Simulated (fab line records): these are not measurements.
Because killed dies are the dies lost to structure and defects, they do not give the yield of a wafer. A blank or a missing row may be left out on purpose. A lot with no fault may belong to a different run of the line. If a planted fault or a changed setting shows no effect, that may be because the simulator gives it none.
The tool behind it: which one? || flow sky130 || 13 lots, 39 wafers sampled, at 4 steps of a route of 708

== WHAT EACH GAUGE READ, for each wafer ==
SKY_SD_N_OVL_MEAS_08.
{"lot": "L822", "measured": "day 27 18:11", "on": "overlay-01", "SD_N_OVL (nm)": "0.2 0.8 -0.7"}
{"lot": "L825", "measured": "day 29 08:03", "on": "overlay-01", "SD_N_OVL (nm)": "-0.5 -2.1 -0.4"}
{"lot": "L826", "measured": "day 29 12:45", "on": "overlay-01", "SD_N_OVL (nm)": "-0.9 -1.3 -0.9"}
{"lot": "L835", "measured": "day 32 11:30", "on": "overlay-01", "SD_N_OVL (nm)": "0.0 1.0 0.6"}
{"lot": "L836", "measured": "day 33 00:51", "on": "overlay-02", "SD_N_OVL (nm)": "-1.2 -1.1 -1.8"}
{"lot": "L837", "measured": "day 33 14:37", "on": "overlay-02", "SD_N_OVL (nm)": "1.2 2.0 -1.3"}
{"lot": "L839", "measured": "day 33 18:16", "on": "overlay-01", "SD_N_OVL (nm)": "-1.3 -2.4 -0.4"}
{"lot": "L838", "measured": "day 33 22:00", "on": "overlay-02", "SD_N_OVL (nm)": "-0.9 0.2 -1.1"}
{"lot": "L840", "measured": "day 34 02:22", "on": "overlay-02", "SD_N_OVL (nm)": "-1.5 -0.1 -0.3"}
{"lot": "L843", "measured": "day 34 13:05", "on": "overlay-02", "SD_N_OVL (nm)": "-0.9 0.7 0.4"}
{"lot": "L842", "measured": "day 34 15:48", "on": "overlay-02", "SD_N_OVL (nm)": "-2.7 -1.3 0.7"}
{"lot": "L844", "measured": "day 34 19:10", "on": "overlay-02", "SD_N_OVL (nm)": "-0.5 -0.9 -2.4"}
{"lot": "L845", "measured": "day 35 11:51", "on": "overlay-01", "SD_N_OVL (nm)": "-0.4 0.9 -0.1"}

SKY_SD_N_RS_MEAS_16: the measuring method here is four-point-probe.
{"lot": "L822", "measured": "day 27 18:56", "on": "film-metro-01", "SD_N_RS (ohm/sq)": "68.59 68.91 68.71"}
{"lot": "L825", "measured": "day 29 08:46", "on": "film-metro-03", "SD_N_RS (ohm/sq)": "68.53 68.50 68.49"}
{"lot": "L826", "measured": "day 29 13:28", "on": "film-metro-01", "SD_N_RS (ohm/sq)": "68.73 68.79 68.76"}
{"lot": "L835", "measured": "day 32 12:13", "on": "film-metro-03", "SD_N_RS (ohm/sq)": "68.65 68.54 68.56"}
{"lot": "L836", "measured": "day 33 01:35", "on": "film-metro-03", "SD_N_RS (ohm/sq)": "68.40 68.60 68.53"}
{"lot": "L837", "measured": "day 33 15:22", "on": "film-metro-01", "SD_N_RS (ohm/sq)": "68.87 68.95 68.79"}
{"lot": "L839", "measured": "day 33 19:01", "on": "film-metro-03", "SD_N_RS (ohm/sq)": "68.49 68.53 68.42"}
{"lot": "L838", "measured": "day 33 22:43", "on": "film-metro-03", "SD_N_RS (ohm/sq)": "68.60 68.47 68.54"}
{"lot": "L840", "measured": "day 34 03:05", "on": "film-metro-01", "SD_N_RS (ohm/sq)": "68.92 68.76 68.76"}
{"lot": "L843", "measured": "day 34 13:50", "on": "film-metro-03", "SD_N_RS (ohm/sq)": "68.35 68.20 68.46"}
{"lot": "L842", "measured": "day 34 16:31", "on": "film-metro-04", "SD_N_RS (ohm/sq)": "68.42 68.52 68.39"}
{"lot": "L844", "measured": "day 34 19:55", "on": "film-metro-03", "SD_N_RS (ohm/sq)": "68.34 68.27 68.47"}
{"lot": "L845", "measured": "day 35 12:35", "on": "film-metro-01", "SD_N_RS (ohm/sq)": "68.64 68.83 68.82"}

== TOOL THAT RAN EACH LOT (tool first, then ch and the chambers of the sampled wafers, then the start) ==
{"lot": "L822", "SKY_POLY_CUT_ETCH_10": "rie-diel-02 ch 0,2,3, day 24 00:10", "SKY_RES_XHIGH_EXPOSE_04": "iline-stepper-02 ch 0, day 25 22:21"}
{"lot": "L825", "SKY_POLY_CUT_ETCH_10": "rie-diel-02 ch 0,3, day 25 17:25", "SKY_RES_XHIGH_EXPOSE_04": "iline-stepper-01 ch 0, day 27 13:26"}
{"lot": "L826", "SKY_POLY_CUT_ETCH_10": "rie-diel-03 ch 1,2, day 25 23:01", "SKY_RES_XHIGH_EXPOSE_04": "iline-stepper-01 ch 0, day 27 18:38"}
{"lot": "L835", "SKY_POLY_CUT_ETCH_10": "rie-diel-02 ch 0,1,3, day 29 00:55", "SKY_RES_XHIGH_EXPOSE_04": "iline-stepper-02 ch 0, day 30 18:40"}
{"lot": "L836", "SKY_POLY_CUT_ETCH_10": "rie-diel-01 ch 2,3, day 29 13:08", "SKY_RES_XHIGH_EXPOSE_04": "iline-stepper-02 ch 0, day 31 07:53"}
{"lot": "L837", "SKY_POLY_CUT_ETCH_10": "rie-diel-01 ch 0,2,3, day 30 04:13", "SKY_RES_XHIGH_EXPOSE_04": "iline-stepper-01 ch 0, day 31 22:18"}
{"lot": "L839", "SKY_POLY_CUT_ETCH_10": "rie-diel-02 ch 0,1, day 30 08:32", "SKY_RES_XHIGH_EXPOSE_04": "iline-stepper-01 ch 0, day 32 01:43"}
{"lot": "L838", "SKY_POLY_CUT_ETCH_10": "rie-diel-02 ch 0,3, day 30 12:16", "SKY_RES_XHIGH_EXPOSE_04": "iline-stepper-01 ch 0, day 32 05:55"}
{"lot": "L840", "SKY_POLY_CUT_ETCH_10": "rie-diel-01 ch 0,2,3, day 30 15:20", "SKY_RES_XHIGH_EXPOSE_04": "iline-stepper-02 ch 0, day 32 09:06"}
{"lot": "L843", "SKY_POLY_CUT_ETCH_10": "rie-diel-02 ch 1,2, day 31 03:46", "SKY_RES_XHIGH_EXPOSE_04": "iline-stepper-02 ch 0, day 32 21:05"}
{"lot": "L842", "SKY_POLY_CUT_ETCH_10": "rie-diel-01 ch 0,1,3, day 31 07:59", "SKY_RES_XHIGH_EXPOSE_04": "iline-stepper-02 ch 0, day 33 01:16"}
{"lot": "L844", "SKY_POLY_CUT_ETCH_10": "rie-diel-02 ch 0,1,3, day 31 11:19", "SKY_RES_XHIGH_EXPOSE_04": "iline-stepper-01 ch 0, day 33 04:17"}
{"lot": "L845", "SKY_POLY_CUT_ETCH_10": "rie-diel-01 ch 2,3, day 32 04:22", "SKY_RES_XHIGH_EXPOSE_04": "iline-stepper-01 ch 0, day 33 20:58"}
- SKY_POLY_CUT_ETCH_10: etches BARC in N2/H2, stops on SiO2, time 45.9 s, target depth 60 nm.
- SKY_RES_XHIGH_EXPOSE_04: exposes mask URPM, target cd 1270 nm.

== AS READ BY THE TOOLS THEMSELVES (means over the sampled wafers that have a number; for cases with no such wafer, the mark the record gives instead) ==
SKY_POLY_CUT_ETCH_10.
{"lot": "L822", "tool": "rie-diel-02", "drypump-motor-current-A (A)": 5.7, "oes-product-au (a.u.)": 0.846, "throttle-valve-pct (%)": 13.218}
{"lot": "L825", "tool": "rie-diel-02", "drypump-motor-current-A (A)": 6.2, "oes-product-au (a.u.)": 0.855, "throttle-valve-pct (%)": 13.218}
{"lot": "L826", "tool": "rie-diel-03", "drypump-motor-current-A (A)": 5.8, "oes-product-au (a.u.)": 0.860, "throttle-valve-pct (%)": 13.229}
{"lot": "L835", "tool": "rie-diel-02", "drypump-motor-current-A (A)": 5.9, "oes-product-au (a.u.)": 0.858, "throttle-valve-pct (%)": 13.241}
{"lot": "L836", "tool": "rie-diel-01", "drypump-motor-current-A (A)": 6.0, "oes-product-au (a.u.)": 0.853, "throttle-valve-pct (%)": 13.229}
{"lot": "L837", "tool": "rie-diel-01", "drypump-motor-current-A (A)": 6.0, "oes-product-au (a.u.)": 0.854, "throttle-valve-pct (%)": 13.220}
{"lot": "L839", "tool": "rie-diel-02", "drypump-motor-current-A (A)": 6.2, "oes-product-au (a.u.)": 0.855, "throttle-valve-pct (%)": 13.223}
{"lot": "L838", "tool": "rie-diel-02", "drypump-motor-current-A (A)": 6.1, "oes-product-au (a.u.)": 0.851, "throttle-valve-pct (%)": 13.231}
{"lot": "L840", "tool": "rie-diel-01", "drypump-motor-current-A (A)": 6.0, "oes-product-au (a.u.)": 0.856, "throttle-valve-pct (%)": 13.220}
{"lot": "L843", "tool": "rie-diel-02", "drypump-motor-current-A (A)": 5.7, "oes-product-au (a.u.)": 0.859, "throttle-valve-pct (%)": 13.229}
{"lot": "L842", "tool": "rie-diel-01", "drypump-motor-current-A (A)": 5.9, "oes-product-au (a.u.)": 0.854, "throttle-valve-pct (%)": 13.231}
{"lot": "L844", "tool": "rie-diel-02", "drypump-motor-current-A (A)": 5.9, "oes-product-au (a.u.)": 0.857, "throttle-valve-pct (%)": 13.225}
{"lot": "L845", "tool": "rie-diel-01", "drypump-motor-current-A (A)": 6.0, "oes-product-au (a.u.)": 0.852, "throttle-valve-pct (%)": 13.233}

== THE ANSWER, worked out from the rows above alone ==
Rule: what is usual is taken from the lots themselves. The widest of any qualifying gaps counts: lots, ordered by their means at a reading, are off when they make up no more than a third of the lots, leave a main group of 4 or more, and stand apart from it by 3 or more times the standard deviation of that group's means. A main group whose means are all the same, to the digits that the tables above print for the reading, isn't used. Also off: a lot with no number at a reading for which 4 or more lots have one. All remaining lots with rows at the step are treated as sound. After the gauges, taken in route order, come the tools' own readings; for these a lot's mean is taken, as printed above. At the first step where some lot is off, the reading lying furthest off is the one used; lots without a number count as furthest.
None of the lots is off at any reading shown; this tells nothing.

== WHAT THE SIMULATOR HAD PUT IN ==
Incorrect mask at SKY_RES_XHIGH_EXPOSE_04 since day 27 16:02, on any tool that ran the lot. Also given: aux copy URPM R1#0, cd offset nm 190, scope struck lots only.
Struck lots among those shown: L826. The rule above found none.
